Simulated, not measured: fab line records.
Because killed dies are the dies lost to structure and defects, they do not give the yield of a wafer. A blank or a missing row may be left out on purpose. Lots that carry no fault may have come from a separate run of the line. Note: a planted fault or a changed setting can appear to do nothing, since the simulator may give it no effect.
Which tool did it? || flow gf180mcu || 15 lots with 45 wafers sampled at 5 steps, on a route of 602 steps

## WHAT EACH GAUGE READ, for each wafer
GF_M3_THK_MEAS_06: measures by xrf. Usual: for M3_ALCU_THK the level is 451 nm and the standard deviation is 5.
{"lot": "L908", "measured": "day 20 10:21", "on": "film-metro-02", "M3_ALCU_THK (nm)": "455 464 460", "flag": ""}
{"lot": "L909", "measured": "day 20 17:54", "on": "film-metro-01", "M3_ALCU_THK (nm)": "454 453 448", "flag": ""}
{"lot": "L910", "measured": "day 21 02:56", "on": "film-metro-03", "M3_ALCU_THK (nm)": "450 450 446", "flag": ""}
{"lot": "L911", "measured": "day 22 02:30", "on": "film-metro-01", "M3_ALCU_THK (nm)": "449 446 454", "flag": ""}
{"lot": "L915", "measured": "day 23 06:29", "on": "film-metro-02", "M3_ALCU_THK (nm)": "453 463 459", "flag": ""}
{"lot": "L916", "measured": "day 23 10:16", "on": "film-metro-03", "M3_ALCU_THK (nm)": "451 443 451", "flag": ""}
{"lot": "L917", "measured": "day 23 22:49", "on": "film-metro-03", "M3_ALCU_THK (nm)": "455 451 451", "flag": ""}
{"lot": "L918", "measured": "day 24 08:34", "on": "film-metro-03", "M3_ALCU_THK (nm)": "454 457 457", "flag": ""}
{"lot": "L919", "measured": "day 24 16:29", "on": "film-metro-01", "M3_ALCU_THK (nm)": "453 449 454", "flag": ""}
{"lot": "L920", "measured": "day 24 23:22", "on": "film-metro-03", "M3_ALCU_THK (nm)": "441 447 448", "flag": ""}
{"lot": "L923", "measured": "day 25 22:22", "on": "film-metro-01", "M3_ALCU_THK (nm)": "449 453 455", "flag": ""}
{"lot": "L927", "measured": "day 27 03:16", "on": "film-metro-01", "M3_ALCU_THK (nm)": "507 510 506", "flag": "OFF"}
{"lot": "L928", "measured": "day 27 07:31", "on": "film-metro-02", "M3_ALCU_THK (nm)": "500 502 507", "flag": "OFF"}
{"lot": "L929", "measured": "day 27 13:50", "on": "film-metro-02", "M3_ALCU_THK (nm)": "505 496 496", "flag": "OFF"}
{"lot": "L930", "measured": "day 27 19:53", "on": "film-metro-01", "M3_ALCU_THK (nm)": "451 457 455", "flag": ""}

GF_M3_CD_MEAS_14: the cd target is 280 nm. Usual: cd-nm reads 279.6 nm (standard deviation 1.4).
{"lot": "L908", "measured": "day 21 10:17", "on": "cd-sem-01", "cd-nm (nm)": "279.0 277.3 278.3", "flag": ""}
{"lot": "L909", "measured": "day 21 17:33", "on": "cd-sem-02", "cd-nm (nm)": "277.9 278.3 279.5", "flag": ""}
{"lot": "L910", "measured": "day 22 02:11", "on": "cd-sem-02", "cd-nm (nm)": "280.7 281.1 280.8", "flag": ""}
{"lot": "L911", "measured": "day 23 01:28", "on": "cd-sem-02", "cd-nm (nm)": "281.1 280.9 280.7", "flag": ""}
{"lot": "L915", "measured": "day 24 04:58", "on": "cd-sem-01", "cd-nm (nm)": "280.1 279.5 279.0", "flag": ""}
{"lot": "L916", "measured": "day 24 08:58", "on": "cd-sem-01", "cd-nm (nm)": "283.0 281.6 282.1", "flag": ""}
{"lot": "L917", "measured": "day 24 20:08", "on": "cd-sem-02", "cd-nm (nm)": "280.0 281.2 279.9", "flag": ""}
{"lot": "L918", "measured": "day 25 05:49", "on": "cd-sem-02", "cd-nm (nm)": "278.6 279.5 279.5", "flag": ""}
{"lot": "L919", "measured": "day 25 14:05", "on": "cd-sem-01", "cd-nm (nm)": "282.6 281.7 281.2", "flag": ""}
{"lot": "L920", "measured": "day 25 20:20", "on": "cd-sem-02", "cd-nm (nm)": "280.3 280.6 279.6", "flag": ""}
{"lot": "L923", "measured": "day 26 19:03", "on": "cd-sem-01", "cd-nm (nm)": "277.5 278.4 278.5", "flag": ""}
{"lot": "L927", "measured": "day 27 22:09", "on": "cd-sem-01", "cd-nm (nm)": "281.5 280.9 281.9", "flag": ""}
{"lot": "L928", "measured": "day 28 03:34", "on": "cd-sem-01", "cd-nm (nm)": "279.6 278.4 279.3", "flag": ""}
{"lot": "L929", "measured": "day 28 09:55", "on": "cd-sem-01", "cd-nm (nm)": "278.8 278.3 278.5", "flag": ""}
{"lot": "L930", "measured": "day 28 15:24", "on": "cd-sem-02", "cd-nm (nm)": "280.5 280.4 279.4", "flag": ""}

GF_M3_OVL_MEAS_15. Usual: for M3_OVL the level is 3 nm and the standard deviation is 4.7.
{"lot": "L908", "measured": "day 21 10:24", "on": "overlay-01", "M3_OVL (nm)": "5 6 4", "flag": ""}
{"lot": "L909", "measured": "day 21 17:40", "on": "overlay-01", "M3_OVL (nm)": "-1 5 7", "flag": ""}
{"lot": "L910", "measured": "day 22 02:18", "on": "overlay-02", "M3_OVL (nm)": "13 11 5", "flag": ""}
{"lot": "L911", "measured": "day 23 01:35", "on": "overlay-02", "M3_OVL (nm)": "-4 3 1", "flag": ""}
{"lot": "L915", "measured": "day 24 05:05", "on": "overlay-01", "M3_OVL (nm)": "4 1 0", "flag": ""}
{"lot": "L916", "measured": "day 24 09:03", "on": "overlay-02", "M3_OVL (nm)": "8 8 9", "flag": ""}
{"lot": "L917", "measured": "day 24 20:14", "on": "overlay-01", "M3_OVL (nm)": "-3 0 -8", "flag": ""}
{"lot": "L918", "measured": "day 25 05:55", "on": "overlay-01", "M3_OVL (nm)": "-1 1 -1", "flag": ""}
{"lot": "L919", "measured": "day 25 14:12", "on": "overlay-01", "M3_OVL (nm)": "6 7 6", "flag": ""}
{"lot": "L920", "measured": "day 25 20:26", "on": "overlay-02", "M3_OVL (nm)": "0 1 -2", "flag": ""}
{"lot": "L923", "measured": "day 26 19:10", "on": "overlay-01", "M3_OVL (nm)": "-6 7 2", "flag": ""}
{"lot": "L927", "measured": "day 27 22:16", "on": "overlay-01", "M3_OVL (nm)": "6 -1 3", "flag": ""}
{"lot": "L928", "measured": "day 28 03:41", "on": "overlay-01", "M3_OVL (nm)": "6 6 18", "flag": ""}
{"lot": "L929", "measured": "day 28 10:01", "on": "overlay-01", "M3_OVL (nm)": "4 0 6", "flag": ""}
{"lot": "L930", "measured": "day 28 15:31", "on": "overlay-01", "M3_OVL (nm)": "1 2 5", "flag": ""}

## WHAT TOOL EACH LOT RAN ON (gives the tool, then ch and the chambers of the sampled wafers, and finally the start)
{"lot": "L908", "GF_M2_METAL_ETCH_16": "rie-metal-03 ch 0,1, day 19 06:04", "GF_M3_SPUTTER_04": "pvd-sputter-02, day 20 10:11"}
{"lot": "L909", "GF_M2_METAL_ETCH_16": "rie-metal-01 ch 0, day 19 14:33", "GF_M3_SPUTTER_04": "pvd-sputter-03, day 20 17:44"}
{"lot": "L910", "GF_M2_METAL_ETCH_16": "rie-metal-03 ch 0,1, day 19 22:58", "GF_M3_SPUTTER_04": "pvd-sputter-02, day 21 02:47"}
{"lot": "L911", "GF_M2_METAL_ETCH_16": "rie-metal-03 ch 0,1, day 21 00:04", "GF_M3_SPUTTER_04": "pvd-sputter-02, day 22 02:20"}
{"lot": "L915", "GF_M2_METAL_ETCH_16": "rie-metal-01 ch 0,1, day 22 04:26", "GF_M3_SPUTTER_04": "pvd-sputter-04, day 23 06:20"}
{"lot": "L916", "GF_M2_METAL_ETCH_16": "rie-metal-04 ch 0,1, day 22 07:56", "GF_M3_SPUTTER_04": "pvd-sputter-04, day 23 10:05"}
{"lot": "L917", "GF_M2_METAL_ETCH_16": "rie-metal-04 ch 0, day 22 20:34", "GF_M3_SPUTTER_04": "pvd-sputter-02, day 23 22:38"}
{"lot": "L918", "GF_M2_METAL_ETCH_16": "rie-metal-01 ch 0,1, day 23 06:41", "GF_M3_SPUTTER_04": "pvd-sputter-03, day 24 08:23"}
{"lot": "L919", "GF_M2_METAL_ETCH_16": "rie-metal-04 ch 0,1, day 23 15:02", "GF_M3_SPUTTER_04": "pvd-sputter-02, day 24 16:19"}
{"lot": "L920", "GF_M2_METAL_ETCH_16": "rie-metal-03 ch 0,1, day 23 22:48", "GF_M3_SPUTTER_04": "pvd-sputter-02, day 24 23:11"}
{"lot": "L923", "GF_M2_METAL_ETCH_16": "rie-metal-03 ch 1, day 24 21:44", "GF_M3_SPUTTER_04": "pvd-sputter-04, day 25 22:11"}
{"lot": "L927", "GF_M2_METAL_ETCH_16": "rie-metal-04 ch 0,1, day 26 03:06", "GF_M3_SPUTTER_04": "pvd-sputter-02, day 27 03:07"}
{"lot": "L928", "GF_M2_METAL_ETCH_16": "rie-metal-01 ch 0,1, day 26 06:43", "GF_M3_SPUTTER_04": "pvd-sputter-04, day 27 07:22"}
{"lot": "L929", "GF_M2_METAL_ETCH_16": "rie-metal-03 ch 0,1, day 26 14:14", "GF_M3_SPUTTER_04": "pvd-sputter-03, day 27 13:40"}
{"lot": "L930", "GF_M2_METAL_ETCH_16": "rie-metal-03 ch 0,1, day 26 19:32", "GF_M3_SPUTTER_04": "pvd-sputter-03, day 27 19:44"}
- GF_M2_METAL_ETCH_16: etches the open film in Cl2/BCl3, stops on SiO2, target depth 627.5 nm, time 104.6 s.
- GF_M3_SPUTTER_04: material TiN, target thk 50 nm, time 41.7 s.

## WHAT THE TOOLS THEMSELVES READ (means of the sampled wafers that have a number; where no wafer has one, the mark that the record gives instead)
GF_M2_METAL_ETCH_16. Usual: drypump-motor-current-A 5.61 A, standard deviation 0.18; oes-product-au 0.971 a.u., standard deviation 0.0075; throttle-valve-pct 28.251 %, standard deviation 0.012.
{"lot": "L908", "tool": "rie-metal-03", "drypump-motor-current-A (A)": 5.70, "oes-product-au (a.u.)": 0.977, "throttle-valve-pct (%)": 28.238, "flag": ""}
{"lot": "L909", "tool": "rie-metal-01", "drypump-motor-current-A (A)": 5.53, "oes-product-au (a.u.)": 0.966, "throttle-valve-pct (%)": 28.257, "flag": ""}
{"lot": "L910", "tool": "rie-metal-03", "drypump-motor-current-A (A)": 5.67, "oes-product-au (a.u.)": 0.976, "throttle-valve-pct (%)": 28.244, "flag": ""}
{"lot": "L911", "tool": "rie-metal-03", "drypump-motor-current-A (A)": 5.55, "oes-product-au (a.u.)": 0.970, "throttle-valve-pct (%)": 28.251, "flag": ""}
{"lot": "L915", "tool": "rie-metal-01", "drypump-motor-current-A (A)": 5.58, "oes-product-au (a.u.)": 0.975, "throttle-valve-pct (%)": 28.236, "flag": ""}
{"lot": "L916", "tool": "rie-metal-04", "drypump-motor-current-A (A)": 5.58, "oes-product-au (a.u.)": 0.964, "throttle-valve-pct (%)": 28.258, "flag": ""}
{"lot": "L917", "tool": "rie-metal-04", "drypump-motor-current-A (A)": 5.48, "oes-product-au (a.u.)": 0.970, "throttle-valve-pct (%)": 28.244, "flag": ""}
{"lot": "L918", "tool": "rie-metal-01", "drypump-motor-current-A (A)": 5.59, "oes-product-au (a.u.)": 0.974, "throttle-valve-pct (%)": 28.255, "flag": ""}
{"lot": "L919", "tool": "rie-metal-04", "drypump-motor-current-A (A)": 5.71, "oes-product-au (a.u.)": 0.966, "throttle-valve-pct (%)": 28.246, "flag": ""}
{"lot": "L920", "tool": "rie-metal-03", "drypump-motor-current-A (A)": 5.67, "oes-product-au (a.u.)": 0.986, "throttle-valve-pct (%)": 28.238, "flag": ""}
{"lot": "L923", "tool": "rie-metal-03", "drypump-motor-current-A (A)": 5.41, "oes-product-au (a.u.)": 0.967, "throttle-valve-pct (%)": 28.252, "flag": ""}
{"lot": "L927", "tool": "rie-metal-04", "drypump-motor-current-A (A)": 5.59, "oes-product-au (a.u.)": 0.975, "throttle-valve-pct (%)": 28.259, "flag": ""}
{"lot": "L928", "tool": "rie-metal-01", "drypump-motor-current-A (A)": 5.63, "oes-product-au (a.u.)": 0.970, "throttle-valve-pct (%)": 28.261, "flag": ""}
{"lot": "L929", "tool": "rie-metal-03", "drypump-motor-current-A (A)": 5.70, "oes-product-au (a.u.)": 0.971, "throttle-valve-pct (%)": 28.247, "flag": ""}
{"lot": "L930", "tool": "rie-metal-03", "drypump-motor-current-A (A)": 5.68, "oes-product-au (a.u.)": 0.968, "throttle-valve-pct (%)": 28.263, "flag": ""}

GF_M3_SPUTTER_04. Usual: cathode-dc-power-W 6500.0 W, standard deviation 1.1; chamber-pressure-pa 0.4001 Pa, standard deviation 0.00079; throttle-valve-pct 30.0 %, standard deviation 1.3.
{"lot": "L908", "tool": "pvd-sputter-02", "cathode-dc-power-W (W)": 6499.5, "chamber-pressure-pa (Pa)": 0.4001, "throttle-valve-pct (%)": 31.0, "flag": ""}
{"lot": "L909", "tool": "pvd-sputter-03", "cathode-dc-power-W (W)": 6499.8, "chamber-pressure-pa (Pa)": 0.4007, "throttle-valve-pct (%)": 29.9, "flag": ""}
{"lot": "L910", "tool": "pvd-sputter-02", "cathode-dc-power-W (W)": 6499.6, "chamber-pressure-pa (Pa)": 0.3996, "throttle-valve-pct (%)": 31.2, "flag": ""}
{"lot": "L911", "tool": "pvd-sputter-02", "cathode-dc-power-W (W)": 6501.2, "chamber-pressure-pa (Pa)": 0.3996, "throttle-valve-pct (%)": 31.1, "flag": ""}
{"lot": "L915", "tool": "pvd-sputter-04", "cathode-dc-power-W (W)": 6500.0, "chamber-pressure-pa (Pa)": 0.3997, "throttle-valve-pct (%)": 30.2, "flag": ""}
{"lot": "L916", "tool": "pvd-sputter-04", "cathode-dc-power-W (W)": 6500.1, "chamber-pressure-pa (Pa)": 0.4001, "throttle-valve-pct (%)": 29.5, "flag": ""}
{"lot": "L917", "tool": "pvd-sputter-02", "cathode-dc-power-W (W)": 6500.9, "chamber-pressure-pa (Pa)": 0.3997, "throttle-valve-pct (%)": 30.5, "flag": ""}
{"lot": "L918", "tool": "pvd-sputter-03", "cathode-dc-power-W (W)": 6499.5, "chamber-pressure-pa (Pa)": 0.4002, "throttle-valve-pct (%)": 30.4, "flag": ""}
{"lot": "L919", "tool": "pvd-sputter-02", "cathode-dc-power-W (W)": 6498.9, "chamber-pressure-pa (Pa)": 0.4000, "throttle-valve-pct (%)": 31.1, "flag": ""}
{"lot": "L920", "tool": "pvd-sputter-02", "cathode-dc-power-W (W)": 6499.4, "chamber-pressure-pa (Pa)": 0.4010, "throttle-valve-pct (%)": 31.1, "flag": ""}
{"lot": "L923", "tool": "pvd-sputter-04", "cathode-dc-power-W (W)": 6499.3, "chamber-pressure-pa (Pa)": 0.4001, "throttle-valve-pct (%)": 29.2, "flag": ""}
{"lot": "L927", "tool": "pvd-sputter-02", "cathode-dc-power-W (W)": "-", "chamber-pressure-pa (Pa)": "-", "throttle-valve-pct (%)": "-", "flag": "OFF"}
{"lot": "L928", "tool": "pvd-sputter-04", "cathode-dc-power-W (W)": "-", "chamber-pressure-pa (Pa)": "-", "throttle-valve-pct (%)": "-", "flag": "OFF"}
{"lot": "L929", "tool": "pvd-sputter-03", "cathode-dc-power-W (W)": "-", "chamber-pressure-pa (Pa)": "-", "throttle-valve-pct (%)": "-", "flag": "OFF"}
{"lot": "L930", "tool": "pvd-sputter-03", "cathode-dc-power-W (W)": 6500.5, "chamber-pressure-pa (Pa)": 0.4003, "throttle-valve-pct (%)": 29.9, "flag": ""}

## THE ANSWER, worked out from the rows above alone
Rule: lot off if the mean of its wafers having a number is beyond 3 standard deviations from the usual mean. A lot without any number at a reading at which 4 lots or more have one is off too. All remaining lots with rows at the step are treated as sound. First the gauges in route order, then the tools' own readings, where a lot's mean is used as printed above. At the first step where some lot is off, the reading lying furthest off is the one used; lots without a number count as furthest.
Off: L927, L928, L929, seen at GF_M3_THK_MEAS_06 (M3_ALCU_THK).
If a tool, at a process step before that reading, ran all the lots that are off and no sound lot after the first of them, it fits. The gauges at GF_M3_THK_MEAS_06 aren't tried: what is off there is off at GF_M3_SPUTTER_04 too, on other tools, and a gauge's error can't cause that. Of those tried, none fits.

## WHAT THE SIMULATOR HAD PUT IN
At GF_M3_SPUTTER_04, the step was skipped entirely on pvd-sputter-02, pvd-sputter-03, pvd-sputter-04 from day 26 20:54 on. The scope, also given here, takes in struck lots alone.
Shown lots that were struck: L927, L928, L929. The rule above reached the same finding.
